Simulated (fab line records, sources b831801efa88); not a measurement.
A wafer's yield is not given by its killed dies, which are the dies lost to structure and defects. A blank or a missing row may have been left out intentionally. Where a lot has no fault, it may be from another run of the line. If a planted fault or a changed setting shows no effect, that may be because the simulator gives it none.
A lot that was struck, set against a sound lot / flow gf180mcu / 16 out of 602 route steps
Sound: wafers L507.1, L507.2, L507.5. Struck: wafers L509.1, L509.3 (left out: L509.4, a lot-mate that was not struck); the cause follows at the end.
At each step with rows: each side's tool, then ch and its chambers, then its first start. Under that, the readings that differ: sound wafers / struck wafers / difference of the means / sigmas: that difference in standard deviations of wafers without a fault.
alike: readings whose means differ by less than 2 such deviations, and words and numbers that are the same on both sides. not compared: withheld readings, readings that some wafer has no value for, bounds like >300 that may hide the same value, and numbers for which the record gives no deviation and whose values overlap.
The two part at a step that has a row with sigmas, a row that says differs or no value, or rows on one side only. Numbers that have no deviation but don't overlap get no sigmas and don't part them. A reading that every wafer of one side lacks parts them only if that side has two wafers or more.

GF_STI_THK_MEAS_02:
  struck on filmMetro-04, day 4 04:32; sound on filmMetro-04, day 3 18:31
  alike: STI_OXIDATION_THK
then, 1 step without rows for these wafers: GF_STI_CVD_03 (deposits Si3N4 from DCS/NH3, target thk 207.16 nm, time 3551 s).
GF_STI_THK_MEAS_04:
  struck on filmMetro-04, day 4 06:35; sound on filmMetro-03, day 3 20:34
  alike: STI_CVD_03_THK
then, 7 steps without rows for these wafers: GF_STI_DEHYDRATE_05 (time 60 s); GF_STI_HMDS_06 (prime time 60 s); GF_STI_COAT_07 (resist thk 700 nm); GF_STI_SOFTBAKE_08 (time 60 s); GF_STI_EXPOSE_09 (exposes mask COMP, target cd 220 nm); GF_STI_PEB_10 (peb time 90 s); GF_STI_DEVELOP_11 (develop time 60 s).
GF_STI_CD_MEAS_12 targets a cd of 220 nm.
  struck on cdSem-01, day 4 20:15; sound on cdSem-01, day 4 09:36
  alike: cdNm
GF_STI_ETCH_13: etches the open film in CHF3/O2, stops on Si, target depth 282.31 nm, time 112.9 s.
  sound on rieDiel-04 ch 0,3, day 4 09:43; struck on rieDiel-03 ch 0,1, day 4 20:22
  alike: drypumpMotorCurrentA, oesProductAu, runLengthS, throttleValvePct
  not compared: rfHoursCounterH
GF_STI_ETCH_14: etches Si in HBr/Cl2/O2, target depth 360 nm, time 102.9 s.
  sound on rieSi-01 ch 1,2, day 4 09:48; struck on rieSi-01 ch 1,3, day 4 20:27
reading=runLengthS (s); sound=131.4 131.2 131.4; struck=94.1 93.6; difference=-37.5; sigmas=-99 or more
reading=model.STI.featureDepthNm (nm); sound=364.3 352.7 348.5; struck=228.6 223.2; difference=-129.3; sigmas=
reading=model.etch.depthNm (nm); sound=364.3 352.7 348.5; struck=228.6 223.2; difference=-129.3; sigmas=
reading=model.KrF_of_STI_COAT_07.thkNm (nm); sound=324.4 320.7 319.9; struck=369.3 362.7; difference=+44.3; sigmas=
  alike: drypumpMotorCurrentA, mfcCl2Sccm, oesProductAu, throttleValvePct
  not compared: rfHoursCounterH
GF_STI_STRIP_15: strips in O2/N2.
  sound on plasmaAsher-02 ch 0,1, day 4 09:52; struck on plasmaAsher-04 ch 0, day 4 20:31
reading=oesProductAu (a.u.); sound=0.391 0.387 0.389; struck=0.411 0.399; difference=+0.016; sigmas=+3
reading=stripTimeToEndpointS (s); sound=3.80 3.75 3.73; struck=4.26 4.19; difference=+0.46; sigmas=+7
  alike: drypumpMotorCurrentA, heaterPowerW
  not compared: rfHoursCounterH
then, 1 step without rows for these wafers: GF_STI_CLEAN_16 (cleans in dHF, time 25 s).
-- the record jumps here: 28 days lie between the struck wafers' starts before and after (it left off in module STI and takes up again in module PASSIVATION, whose first step shown is number 602 of the route) --
GF_PASSIVATION_PROBE_99:
  struck on prober-01, day 32 20:48; sound on prober-01, day 32 03:58
reading=model.etest.pwellInDnwell.lineOhmUm; sound=4201 4197 4051; struck=3031 3057; difference=-1106; sigmas=
reading=model.etest.ldpmos_10p0.rOnOhmUm; sound=1.121e+04 1.129e+04 1.122e+04; struck=1.033e+04 1.033e+04; difference=-9.100e+02; sigmas=
reading=model.etest.pwellInDnwell.rsOhmSq; sound=2485 2424 2401; struck=1856 1831; difference=-593; sigmas=
reading=model.etest.pDrift.rsOhmSq; sound=2346 2294 2263; struck=1919 1906; difference=-388; sigmas=
reading=model.etest.ldnmos_10p0.rOnOhmUm; sound=3756 3733 3738; struck=3241 3223; difference=-510; sigmas=
reading=model.etest.nDrift.rsOhmSq; sound=1188 1151 1127; struck=861.4 863.5; difference=-292.9; sigmas=
reading=model.etest.nwell.lineOhmUm; sound=1097 1095 1093; struck=951.5 961; difference=-138.8; sigmas=
reading=model.etest.nwell.rsOhmSq; sound=964.7 955.1 953.6; struck=812.1 806.7; difference=-148.4; sigmas=

## WHERE THEY PART
First at GF_STI_ETCH_14; last, within this record, at GF_STI_STRIP_15.

WHY: what had been put in by the simulator
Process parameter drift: rieSi-01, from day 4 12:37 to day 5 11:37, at GF_STI_ETCH_14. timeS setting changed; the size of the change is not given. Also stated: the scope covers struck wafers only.
